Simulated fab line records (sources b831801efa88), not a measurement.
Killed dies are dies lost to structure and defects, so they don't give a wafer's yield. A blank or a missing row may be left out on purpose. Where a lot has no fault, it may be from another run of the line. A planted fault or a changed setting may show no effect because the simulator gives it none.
The tool behind it: which one? | flow gf180mcu | 12 lots with 36 wafers sampled at 4 steps, on a route of 602 steps

== WHAT THE GAUGES READ, wafer by wafer ==
GF_TOP_METAL_OVL_MEAS_15.
lot  | measured     | on         | TOP_METAL_OVL (nm)
L570 | day 28 06:47 | overlay-02 | 1.8 0.7 2.4
L572 | day 28 13:30 | overlay-01 | 3.0 1.0 3.9
L573 | day 28 20:25 | overlay-01 | 2.0 0.6 2.0
L574 | day 29 09:08 | overlay-01 | 0.2 2.0 2.8
L577 | day 30 10:41 | overlay-02 | 2.3 2.9 3.1
L579 | day 30 20:28 | overlay-01 | 0.6 3.5 2.5
L581 | day 31 14:54 | overlay-01 | 1.0 0.2 1.8
L582 | day 31 16:22 | overlay-01 | 1.1 2.5 1.7
L583 | day 31 21:50 | overlay-01 | 1.5 -0.5 -0.5
L590 | day 33 15:41 | overlay-01 | 0.7 2.0 0.9
L591 | day 33 22:03 | overlay-01 | -1.4 -1.1 -2.1
L592 | day 34 01:53 | overlay-01 | 1.8 1.6 0.0

GF_PASSIVATION_THK_MEAS_01.
lot  | measured     | on           | PASSIVATION_CVD_00_THK (nm)
L570 | day 28 07:37 | filmMetro-04 | 994 1001 1016
L572 | day 28 14:20 | filmMetro-03 | 987 991 1013
L573 | day 28 21:52 | filmMetro-03 | 992 996 991
L574 | day 29 10:05 | filmMetro-01 | 996 995 985
L577 | day 30 11:33 | filmMetro-01 | 993 987 1018
L579 | day 30 21:38 | filmMetro-04 | 984 995 1002
L581 | day 31 15:48 | filmMetro-01 | 992 979 993
L582 | day 31 17:23 | filmMetro-03 | 984 982 992
L583 | day 31 22:41 | filmMetro-01 | 974 995 987
L590 | day 33 16:32 | filmMetro-03 | 990 1016 1002
L591 | day 33 22:55 | filmMetro-01 | 993 1013 1006
L592 | day 34 02:46 | filmMetro-01 | 978 994 984

== TOOL THAT RAN EACH LOT (tool first, then ch and the chambers of the sampled wafers, then the start) ==
lot  | GF_V2_CMP_04                  | GF_TOP_METAL_STRIP_17
L570 | cmp-02 ch 1,2,3, day 19 14:17 | plasmaAsher-03 ch 0, day 28 07:01
L572 | cmp-02 ch 1,2, day 19 19:41   | plasmaAsher-04 ch 0,1, day 28 13:43
L573 | cmp-01 ch 2,3, day 20 03:38   | plasmaAsher-04 ch 0,1, day 28 20:40
L574 | cmp-02 ch 0,2,3, day 20 20:12 | plasmaAsher-03 ch 0,1, day 29 09:22
L577 | cmp-02 ch 0,3, day 22 06:34   | plasmaAsher-03 ch 0,1, day 30 10:55
L579 | cmp-02 ch 0,1,2, day 22 18:33 | plasmaAsher-02 ch 0,1, day 30 20:54
L581 | cmp-02 ch 0,2,3, day 23 17:21 | plasmaAsher-02 ch 0,1, day 31 15:08
L582 | cmp-01 ch 0,1,3, day 23 22:04 | plasmaAsher-02 ch 0,1, day 31 16:47
L583 | cmp-01 ch 0,2,3, day 24 01:09 | plasmaAsher-03 ch 0, day 31 22:04
L590 | cmp-02 ch 0,1,2, day 26 03:06 | plasmaAsher-02 ch 0,1, day 33 15:55
L591 | cmp-02 ch 0,2,3, day 26 16:01 | plasmaAsher-04 ch 0,1, day 33 22:16
L592 | cmp-01 ch 1,2,3, day 26 22:30 | plasmaAsher-03 ch 0,1, day 34 02:08
- GF_V2_CMP_04: polishes SiO2.
- GF_TOP_METAL_STRIP_17: strips in O2/N2.

== WHAT THE TOOLS THEMSELVES READ (means of the sampled wafers that have a number; where no wafer has one, the mark that the record gives instead) ==
GF_V2_CMP_04.
lot  | tool   | motorCurrentA (A) | platenRpm (rpm) | slurryFilterDpKPa (kPa) | timeToEndpointS (s)
L570 | cmp-02 | 13.3              | 60.01           | 13.63                   | 78
L572 | cmp-02 | 13.5              | 60.03           | 13.45                   | 80
L573 | cmp-01 | 12.8              | 59.96           | 13.48                   | 83
L574 | cmp-02 | 13.3              | 60.01           | 13.44                   | 82
L577 | cmp-02 | 13.4              | 59.99           | 13.55                   | 83
L579 | cmp-02 | 14.1              | 60.02           | 13.42                   | 79
L581 | cmp-02 | 13.4              | 59.99           | 13.51                   | 85
L582 | cmp-01 | 12.7              | 60.00           | 13.58                   | 81
L583 | cmp-01 | 12.5              | 59.99           | 13.56                   | 83
L590 | cmp-02 | 13.9              | 59.99           | 13.55                   | 87
L591 | cmp-02 | 13.5              | 60.00           | 13.50                   | 80
L592 | cmp-01 | 13.1              | 59.98           | 13.63                   | 76

GF_TOP_METAL_STRIP_17.
lot  | tool           | drypumpMotorCurrentA (A) | heaterPowerW (W) | oesProductAu (a.u.) | stripTimeToEndpointS (s)
L570 | plasmaAsher-03 | 6.23                     | 309              | 0.709               | 12.91
L572 | plasmaAsher-04 | 5.94                     | 335              | 0.708               | 12.94
L573 | plasmaAsher-04 | 6.03                     | 326              | 0.713               | 13.00
L574 | plasmaAsher-03 | 6.05                     | 328              | 0.709               | 12.80
L577 | plasmaAsher-03 | 6.05                     | 327              | 0.715               | 12.98
L579 | plasmaAsher-02 | 6.05                     | 334              | 0.709               | 12.82
L581 | plasmaAsher-02 | 6.11                     | 333              | 0.711               | 12.83
L582 | plasmaAsher-02 | 6.06                     | 331              | 0.705               | 12.86
L583 | plasmaAsher-03 | 6.24                     | 313              | 0.706               | 12.89
L590 | plasmaAsher-02 | 6.12                     | 335              | 0.709               | 12.84
L591 | plasmaAsher-04 | 5.94                     | 330              | 0.714               | 12.96
L592 | plasmaAsher-03 | 5.90                     | 348              | 0.711               | 13.03

== THE ANSWER, worked out from the rows above alone ==
Rule: usual is defined by the lots themselves. The widest of any qualifying gaps counts: lots, ordered by their means at a reading, are off when they make up no more than a third of the lots, leave a main group of 4 or more, and stand apart from it by 3 or more times the standard deviation of that group's means. Not used: any main group whose means are identical at the precision the tables above print for the reading. Also off: a lot with no number at a reading for which 4 or more lots have one. Where the step has rows for the other lots, those lots are counted as sound. The gauges are gone through in route order, then the tools' own readings, and for those a lot's mean is taken as printed above. The first step at which some lot is off is used, and at that step the reading that is off furthest; a lot without a number counts as furthest.
No lot is off at any reading shown: from this, nothing can be told.

== WHAT THE SIMULATOR HAD INSERTED ==
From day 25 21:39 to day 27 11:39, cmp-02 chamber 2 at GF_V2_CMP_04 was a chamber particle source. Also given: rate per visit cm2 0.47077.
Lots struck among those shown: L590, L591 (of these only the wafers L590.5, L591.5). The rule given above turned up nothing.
